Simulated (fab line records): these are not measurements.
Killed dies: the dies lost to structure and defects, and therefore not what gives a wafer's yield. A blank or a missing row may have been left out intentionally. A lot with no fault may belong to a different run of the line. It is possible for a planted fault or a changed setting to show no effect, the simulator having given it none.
fab line records    flow sky130
record lots=5  wafers=15  last_day=50
route steps=708 shown POLY_CUT@318 SD_P@320 RES_XHIGH@332 SD_N@342
lots with no fault: from the same line, run without faults
start_h: hours from the record's opening day to when the first of the lot's shown wafers began    wait_h: hours elapsed since this lot's preceding step    " as in the row above    L1.1+2: several wafers, shown together as one row    - either no value or no given start    * or withheld: withheld    < > ~ a bound
route shown NAME@n: NAME is a module with steps in the file, n the number in the route of the first one    usual: average and standard deviation across the fault-free wafers    same: alike in all rows    chamber/n: place in a boat    sites: the reading at each site    _std_site: the values' standard deviation    _edge_site: mean of outer sites minus mean of inner sites    radius_mm: for every site, how far away it sits from the centre of the wafer    mask NAME#n: copy n    behind: tool/chamber where the wafer was last shaped    hold: the reason the lot was held/the length of the hold in hours/how it ended    device: names the non-switching transistor (n, p or np)    end of line: tests run on the same wafers once the route is complete    for a step that has no rows: nothing shown but its recipe    killed: at the first sort, the dies lost to defects and structure; wafer yield is something else    map: shows each die of a wafer: x if killed, . if not, _ if none is there
set.NAME: the setting that was run; set.NAME@STEP: the one run at that earlier step    model.NAME: the simulator's own value behind a step, which no gauge read
lots seen at some steps along the route; tables by step, rows by wafer
services: when a tool's chamber went out of use (start_h, in hours from the record's first day, below 0 if earlier), for how many hours, and the reason
## steps
# step SKY_POLY_CUT_ETCH_11
# recipe target=Si3N4  chemistry=CF4/CH2F2/Ar  stop_on=poly-Si  source_w=600  bias_w=150  pressure_mtorr=40  cf4_flow_sccm=40  ch2f2_flow_sccm=20  Ar_flow_sccm=150  time_s=42.5  target_depth_a=600
# usual chamber_pressure_mTorr=40.00/0.035  drypump_motor_current_A=5.5/0.48  oes_product_au=0.830/0.0064  throttle_valve_pct=14.994/0.01
lot.wafer  tool         chamber  start_h  wait_h  chamber_pressure_mTorr  drypump_motor_current_A  oes_product_au  rf_hours_counter_h  throttle_valve_pct
L374.1     rie_diel-04  3        583.59   0.0     39.97                   5.3                      0.828           65                  15.001
L374.2     "            2        "        "       40.05                   5.1                      0.834           9                   15.000
L374.3     "            0        "        "       39.98                   5.8                      0.827           13                  14.995
L376.1     rie_diel-02  3        612.20   0.0     40.05                   5.9                      0.823           60                  14.988
L376.3     "            0        "        "       40.06                   5.2                      0.827           23                  14.981
L376.5     "            1        "        "       39.98                   4.9                      0.830           -                   14.996
L387.1     rie_diel-04  2        693.83   0.0     40.01                   5.0                      0.824           12                  14.999
L387.2     "            0        "        "       39.96                   5.7                      0.813           16                  15.012
L387.5     "            2        "        "       40.00                   5.1                      0.820           -                   14.987
L389.2     rie_diel-04  1        704.69   0.0     39.96                   5.4                      0.825           2                   14.984
L389.3     "            3        "        "       39.97                   5.3                      0.829           1                   15.001
L389.5     "            1        "        "       39.95                   5.4                      0.823           -                   14.993
L394.1     rie_diel-02  1        747.00   0.0     40.04                   4.9                      0.832           13                  15.006
L394.4     "            3        "        "       39.99                   5.9                      0.831           2                   14.982
L394.6     "            0        "        "       40.02                   5.2                      0.840           -                   14.985
# step SKY_POLY_CUT_STRIP_12
# recipe chemistry=O2/N2  power_w=1400  pressure_mtorr=1500  platen_temp_c=withheld  o2_flow_sccm=3000  n2_flow_sccm=300  overash_fraction=0.5
# usual chamber_pressure_mTorr=1500.0/1.3  drypump_motor_current_A=5.8/0.36  oes_product_au=0.453/0.0046  strip_time_to_endpoint_s=5.355/0.015
lot.wafer  tool             chamber  start_h  wait_h  chamber_pressure_mTorr  drypump_motor_current_A  oes_product_au  rf_hours_counter_h  strip_time_to_endpoint_s
L374.1     plasma_asher-02  1        583.63   0.0     1500.5                  5.8                      0.451           79                  5.346
L374.2     "                0        "        "       1501.1                  6.0                      0.453           79                  5.335
L374.3     "                0        "        "       1501.9                  6.0                      0.457           -                   5.362
L376.1     plasma_asher-04  0        612.24   0.0     1500.6                  5.6                      0.451           91                  5.356
L376.3     "                0        "        "       1500.6                  5.6                      0.458           -                   5.358
L376.5     "                1        "        "       1500.2                  5.1                      0.461           -                   5.343
L387.1     plasma_asher-01  0        693.87   0.0     1499.6                  6.3                      0.457           26                  5.352
L387.2     "                1        "        "       1499.9                  5.8                      0.449           26                  5.325
L387.5     "                0        "        "       1501.0                  6.3                      0.443           -                   5.339
L389.2     plasma_asher-01  0        704.73   0.0     1500.8                  6.2                      0.455           27                  5.343
L389.3     "                1        "        "       1498.2                  5.9                      0.460           -                   5.344
L389.5     "                0        "        "       1499.4                  6.2                      0.448           -                   5.331
L394.1     plasma_asher-01  0        747.04   0.0     1500.1                  6.2                      0.452           31                  5.353
L394.4     "                0        "        "       1499.6                  6.2                      0.454           -                   5.363
L394.6     "                1        "        "       1499.1                  5.9                      0.454           -                   5.348
# step SKY_SD_P_DEHYDRATE_00
# recipe temp_c=200  time_s=60
# step SKY_SD_P_HMDS_01
# recipe prime_time_s=60  prime_temp_c=119.5
# step SKY_SD_P_COAT_02
# recipe resist=NOVOLAK  spin_rpm=3000  resist_thk_nm=1140
# step SKY_SD_P_SOFTBAKE_03
# recipe temp_c=90  time_s=60  resist=NOVOLAK
# step SKY_SD_P_EXPOSE_04
# recipe mask_id=PSDM  na=0.6  source_shape=conventional  sigma_outer=0.6  polarization=unpolarized  target_cd_nm=380  dose_mj=138
# step SKY_SD_P_PEB_05
# recipe temp_c=withheld  time_s=*  resist=NOVOLAK
# step SKY_SD_P_DEVELOP_06
# recipe resist=NOVOLAK  developer=TMAH  develop_time_s=60  dev_temp_c=24.15
# step SKY_SD_P_CD_MEAS_07
# recipe target_cd_nm=380
# usual cd_nm=380.6/2.4
lot.wafer  tool       chamber  start_h  wait_h  cd_nm
L374.1     cd_sem-02  -        612.68   0.1     383.2
L374.2     "          -        "        "       381.0
L374.3     "          -        "        "       384.1
L376.1     cd_sem-02  -        640.68   0.1     379.7
L376.3     "          -        "        "       378.6
L376.5     "          -        "        "       378.9
L387.1     cd_sem-01  -        720.48   0.1     382.2
L387.2     "          -        "        "       381.8
L387.5     "          -        "        "       383.1
L389.2     cd_sem-02  -        730.85   0.1     387.0
L389.3     "          -        "        "       385.0
L389.5     "          -        "        "       386.0
L394.1     cd_sem-01  -        774.23   0.1     381.1
L394.4     "          -        "        "       381.6
L394.6     "          -        "        "       381.3
# step SKY_SD_P_OVL_MEAS_08
# usual SD_P_OVL=-0.5/1.5
lot.wafer  tool        chamber  start_h  wait_h  SD_P_OVL[nm]
L374.1     overlay-01  -        612.80   0.1     -0.3
L374.2     "           -        "        "       -0.3
L374.3     "           -        "        "       0.1
L376.1     overlay-02  -        640.80   0.1     0.1
L376.3     "           -        "        "       2.4
L376.5     "           -        "        "       1.3
L387.1     overlay-02  -        720.60   0.1     -3.2
L387.2     "           -        "        "       -3.1
L387.5     "           -        "        "       -2.9
L389.2     overlay-02  -        730.96   0.1     -0.5
L389.3     "           -        "        "       -0.5
L389.5     "           -        "        "       -0.9
L394.1     overlay-02  -        774.35   0.1     -1.8
L394.4     "           -        "        "       -1.0
L394.6     "           -        "        "       -1.1
# step SKY_SD_P_IMPLANT_09
# recipe species=BF2  energy_kev=20  dose_cm2=3e+15  tilt_deg=0
# step SKY_SD_P_STRIP_10
# recipe chemistry=O2/N2  power_w=1400  pressure_mtorr=1500  platen_temp_c=withheld  o2_flow_sccm=3000  n2_flow_sccm=300  overash_fraction=0.5
# usual chamber_pressure_mTorr=1500.1/1.3  drypump_motor_current_A=5.64/0.26  oes_product_au=0.617/0.0042  strip_time_to_endpoint_s=17.47/0.042
lot.wafer  tool             chamber  start_h  wait_h  chamber_pressure_mTorr  drypump_motor_current_A  oes_product_au  rf_hours_counter_h  strip_time_to_endpoint_s  model.NOVOLAK_of_SD_P_COAT_02.thk_nm
L374.1     plasma_asher-03  0        612.98   0.1     1500.1                  5.51                     0.618           43                  17.50                     0
L374.2     "                1        "        "       1499.6                  5.59                     0.615           43                  17.53                     0
L374.3     "                0        "        "       1499.0                  5.53                     0.619           -                   17.51                     0
L376.1     plasma_asher-02  1        640.99   0.1     1501.0                  5.74                     0.623           85                  17.44                     0
L376.3     "                1        "        "       1498.9                  5.73                     0.618           -                   17.49                     0
L376.5     "                0        "        "       1501.3                  6.00                     0.614           -                   17.48                     0
L387.1     plasma_asher-03  0        720.79   0.1     1504.0                  5.49                     0.611           53                  -                         618.1
L387.2     "                1        "        "       1503.4                  5.60                     0.613           53                  -                         618.5
L387.5     "                1        "        "       1498.0                  5.59                     0.615           -                   -                         617.4
L389.2     plasma_asher-04  1        731.14   0.1     1502.2                  5.14                     0.619           103                 17.40                     0
L389.3     "                0        "        "       1500.7                  5.58                     0.617           -                   17.39                     0
L389.5     "                1        "        "       1499.8                  5.12                     0.612           -                   17.41                     0
L394.1     plasma_asher-04  0        774.54   0.1     1498.8                  5.59                     0.616           3                   17.52                     0
L394.4     "                0        "        "       1499.1                  5.59                     0.618           -                   17.49                     0
L394.6     "                0        "        "       1497.4                  5.59                     0.617           -                   17.46                     0
# step SKY_SD_P_TW_MEAS_11
# usual SD_P_TW=2816/18
lot.wafer  tool           chamber  start_h  wait_h  SD_P_TW
L374.1     film_metro-02  -        613.08   0.1     2838
L374.2     "              -        "        "       2829
L374.3     "              -        "        "       2819
L376.1     film_metro-02  -        641.09   0.1     2792
L376.3     "              -        "        "       2791
L376.5     "              -        "        "       2805
L387.1     film_metro-03  -        720.89   0.1     2816
L387.2     "              -        "        "       2839
L387.5     "              -        "        "       2826
L389.2     film_metro-03  -        731.25   0.1     2822
L389.3     "              -        "        "       2832
L389.5     "              -        "        "       2834
L394.1     film_metro-04  -        774.64   0.1     2796
L394.4     "              -        "        "       2792
L394.6     "              -        "        "       2775
# step SKY_RES_XHIGH_DEHYDRATE_00
# recipe temp_c=200  time_s=60
# step SKY_RES_XHIGH_HMDS_01
# recipe prime_time_s=60  prime_temp_c=120
# step SKY_RES_XHIGH_COAT_02
# recipe resist=NOVOLAK  spin_rpm=3000  resist_thk_nm=1140
# step SKY_RES_XHIGH_SOFTBAKE_03
# recipe temp_c=90  time_s=60  resist=NOVOLAK
# step SKY_RES_XHIGH_EXPOSE_04
# recipe mask_id=URPM  na=0.6  source_shape=conventional  sigma_outer=0.6  polarization=unpolarized  target_cd_nm=1270  dose_mj=140
# step SKY_RES_XHIGH_PEB_05
# recipe temp_c=withheld  time_s=*  resist=NOVOLAK
# step SKY_RES_XHIGH_DEVELOP_06
# recipe resist=NOVOLAK  developer=TMAH  develop_time_s=60  dev_temp_c=23
# step SKY_RES_XHIGH_IMPLANT_07
# recipe species=BF2  energy_kev=20  dose_cm2=3.6e+14  tilt_deg=0
# step SKY_RES_XHIGH_STRIP_08
# recipe chemistry=O2/N2  power_w=1400  pressure_mtorr=1500  platen_temp_c=withheld  o2_flow_sccm=3000  n2_flow_sccm=300  overash_fraction=0.5
# usual chamber_pressure_mTorr=1499.8/1.4  drypump_motor_current_A=5.7/0.33  oes_product_au=0.711/0.0046  strip_time_to_endpoint_s=14.25/0.034
lot.wafer  tool             chamber  start_h  wait_h  chamber_pressure_mTorr  drypump_motor_current_A  oes_product_au  rf_hours_counter_h  strip_time_to_endpoint_s
L374.1     plasma_asher-03  0        642.08   0.1     1499.1                  5.5                      0.717           46                  14.21
L374.2     "                1        "        "       1498.7                  5.6                      0.719           46                  14.26
L374.3     "                0        "        "       1500.7                  5.5                      0.710           -                   14.22
L376.1     plasma_asher-01  1        668.53   0.1     1499.7                  5.9                      0.713           23                  14.26
L376.3     "                0        "        "       1500.3                  6.2                      0.710           -                   14.23
L376.5     "                0        "        "       1499.7                  6.2                      0.716           -                   14.27
L387.1     plasma_asher-01  1        748.64   0.1     1497.4                  5.9                      0.718           31                  23.57
L387.2     "                0        "        "       1497.0                  6.2                      0.716           31                  23.58
L387.5     "                1        "        "       1501.3                  5.9                      0.709           -                   23.54
L389.2     plasma_asher-03  0        759.53   0.1     1501.5                  5.5                      0.712           57                  14.22
L389.3     "                1        "        "       1499.0                  5.6                      0.714           -                   14.23
L389.5     "                0        "        "       1501.0                  5.5                      0.710           -                   14.21
L394.1     plasma_asher-03  0        801.34   0.1     1498.9                  5.5                      0.709           61                  14.20
L394.4     "                1        "        "       1501.7                  5.6                      0.711           -                   14.21
L394.6     "                0        "        "       1500.0                  5.5                      0.703           -                   14.20
# step SKY_RES_XHIGH_TW_MEAS_09
# usual RES_XHIGH_TW=1631/11
lot.wafer  tool           chamber  start_h  wait_h  RES_XHIGH_TW
L374.1     film_metro-02  -        642.18   0.1     1618
L374.2     "              -        "        "       1633
L374.3     "              -        "        "       1631
L376.1     film_metro-04  -        668.63   0.1     1649
L376.3     "              -        "        "       1639
L376.5     "              -        "        "       1644
L387.1     film_metro-02  -        748.74   0.1     30
L387.2     "              -        "        "       30
L387.5     "              -        "        "       30
L389.2     film_metro-04  -        759.64   0.1     1631
L389.3     "              -        "        "       1627
L389.5     "              -        "        "       1632
L394.1     film_metro-03  -        801.44   0.1     1626
L394.4     "              -        "        "       1634
L394.6     "              -        "        "       1634
# step SKY_SD_N_DEHYDRATE_00
# recipe temp_c=200  time_s=60
## services
tool             chamber  start_h  hours  kind
plasma_asher-02  -        565.86   4.8    repair
rie_diel-04      1        571.33   -      clean
rie_diel-04      1        571.33   15.0   scheduled_down
rie_diel-04      1        571.33   15.0   vent_cycle
plasma_asher-02  -        624.68   0.5    repair
plasma_asher-03  -        624.84   1.1    repair
rie_diel-04      3        642.39   -      clean
rie_diel-04      3        642.39   15.8   scheduled_down
rie_diel-04      3        642.39   15.8   vent_cycle
plasma_asher-03  -        645.32   2.8    pm
rie_diel-04      0        649.03   4.5    repair
rie_diel-04      1        671.67   9.0    repair
rie_diel-04      -        686.75   0.8    repair
rie_diel-02      0        695.64   15.5   repair
plasma_asher-04  -        733.75   9.0    pm
plasma_asher-04  0        733.75   9.0    vent_cycle
plasma_asher-04  1        733.75   9.0    vent_cycle
rie_diel-04      -        737.98   2.8    pm
plasma_asher-04  0        742.75   -      clean
plasma_asher-04  1        742.75   -      clean
plasma_asher-03  -        751.83   6.1    repair
rie_diel-02      1        786.88   5.9    repair
plasma_asher-04  -        799.18   5.8    repair
rie_diel-02      3        800.16   17.5   repair
## key
first_sign step=SKY_RES_XHIGH_STRIP_08  reading=strip_time_to_endpoint_s  direction=up  sigmas=99+  usual=*  struck=*
effect step=SKY_RES_XHIGH_TW_MEAS_09  reading=RES_XHIGH_TW  direction=down  sigmas=99+  usual=1631  struck=30
model_effect step=SKY_SD_P_STRIP_10  value=NOVOLAK_of_SD_P_COAT_02.thk_nm  without=0  struck=618
model_effect step=SKY_PAD_OPEN_PROBE_99  value=etest.res_xhigh_po.open  without=0  struck=1
met_at SKY_SD_P_STRIP_10
struck_wafers L387.1,L387.2,L387.5
sort_left_out L387.1,L387.2,L387.5
tester_left_out L387
onset_between 612.98 720.79
also_fits SKY_RES_XHIGH_STRIP_08:plasma_asher-01
fault kind=strip_aborted  tool=plasma_asher-03  chamber=-  onset_h=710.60  steps=SKY_SD_P_STRIP_10  offset=0.69391  end_h=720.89
# tester_left_out: of these lots the tester's yield and bins aren't shown, on N5 and GAA mostly nor the transistor test; their killed dies are dies lost to structure and defects alone, not to doping, threshold or leakage, so they don't give the yield
# sort_left_out: the simulated sort isn't trusted on such a fault, so these wafers' sort isn't shown, and their yield isn't known
